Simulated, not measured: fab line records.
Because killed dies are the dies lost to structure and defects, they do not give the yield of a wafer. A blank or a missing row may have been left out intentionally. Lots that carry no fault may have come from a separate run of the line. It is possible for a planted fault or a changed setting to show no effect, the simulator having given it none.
A lot that was struck, set against a sound lot / flow gf180mcu / 14 steps out of a route of 602
Sound: wafers L920.2, L920.3, L920.6. Wafers struck: L918.2, L918.3, L918.6. Last of all comes the cause.
Each step with rows lists, per side, the tool, then ch with its chambers, then its first start. Under that, the readings that differ: sound wafers / struck wafers / difference of the means / sigmas: that difference in standard deviations of wafers without a fault.
alike: same words and numbers on both sides, and readings whose means sit less than 2 such deviations apart. not compared: any withheld reading, any reading some wafer has no value for, any bound like >300 that may hide the same value, and any number with overlapping values for which the record gives no deviation.
Wherever a step has rows on one side only, a row that says differs or no value, or a row with sigmas, the two part there. Non-overlapping numbers with no deviation appear without sigmas and do not part them. A reading missing from all wafers of one side parts the sides only when that side holds two or more wafers.

first, 2 steps without rows for these wafers: GF_VT_IMPLANT_PEB_38; GF_VT_IMPLANT_DEVELOP_39 (develop time 60 s).
GF_VT_IMPLANT_OVL_MEAS_40:
  struck on overlay-02, day 11 22:10; sound on overlay-02, day 12 06:16
  alike: VT_IMPLANT_03_OVL
next, for these wafers, 1 step has no rows: GF_VT_IMPLANT_IMPLANT_41.
GF_VT_IMPLANT_STRIP_42: strips in O2/N2.
  sound on plasma-asher-02 ch 0,1, day 12 06:27; struck on plasma-asher-02 ch 0,1, day 11 22:20
  alike: drypump-motor-current-A, heater-power-w, n2-flow-sccm, oes-product-au, strip-time-to-endpoint-s
  not compared: rf-hours-counter-h
GF_VT_IMPLANT_TW_MEAS_43:
  struck on film-metro-01, day 11 22:27; sound on film-metro-03, day 12 06:34
  alike: VT_IMPLANT_4_TW
then, 1 step without rows for these wafers: GF_VT_IMPLANT_CLEAN_44 (cleans in SC1/SC2, time 150 s).
GF_VT_IMPLANT_RTA_45: time 30 s.
  sound on rtp-anneal-01 ch 0, day 12 06:40; struck on rtp-anneal-02 ch 0, day 11 22:34
  alike: lamp-power-pct, wafer_temp_C_max
GF_VT_IMPLANT_RS_MEAS_46: measures by four-point-probe.
  struck on film-metro-04, day 11 22:40; sound on film-metro-02, day 12 06:47
reading=MVSD_RS (ohm/sq); sound=455.0 455.8 455.6; struck=459.2 459.1 459.5; difference=+3.8; sigmas=+4
GF_VT_IMPLANT_RS_MEAS_47: measures by four-point-probe.
  struck on film-metro-04, day 11 22:47; sound on film-metro-02, day 12 06:54
  alike: NWELL_RS
GF_VT_IMPLANT_RS_MEAS_48: measures by four-point-probe.
  struck on film-metro-04, day 11 22:55; sound on film-metro-02, day 12 07:01
  alike: LVPWELL_RS
GF_VT_IMPLANT_RS_MEAS_49: measures by four-point-probe.
  struck on film-metro-04, day 11 23:02; sound on film-metro-02, day 12 07:08
  alike: MVPSD_RS
GF_VT_IMPLANT_WET_ETCH_50: etches SiO2 in dHF, target depth 20 nm, time 400 s.
  sound on wet-bench-04 ch 3, day 12 07:14; struck on wet-bench-04 ch 1, day 11 23:08
  no value came back on the struck wafers for bath-heat-duty-pct (%), run-length-s (s); on the sound wafers bath-heat-duty-pct (%) reads 7.3 7.9 7.7
reading=model.SiO2_of_STI_CVD_23.thk-nm (nm); sound=380 379.8 380.2; struck=402.8 402.4 403.1; difference=+22.8; sigmas=
reading=model.SiO2_of_STI_OXIDATION_29.thk-nm (nm); sound=0 0 0; struck=9.708 9.704 9.933; difference=+9.782; sigmas=
-- a jump in the record: the struck wafers' starts before and after are 22 days apart (it breaks off in module VT_IMPLANT and resumes in module PASSIVATION, where the first step shown is number 602 of the route) --
GF_PASSIVATION_PROBE_99:
  rows exist in the record for the struck wafers here (prober-01, day 33 13:11), but not for the sound ones

== WHERE THEY PART ==
Earliest at GF_VT_IMPLANT_RS_MEAS_46; latest, in this record, at GF_PASSIVATION_PROBE_99.

WHY: what the simulator had put in
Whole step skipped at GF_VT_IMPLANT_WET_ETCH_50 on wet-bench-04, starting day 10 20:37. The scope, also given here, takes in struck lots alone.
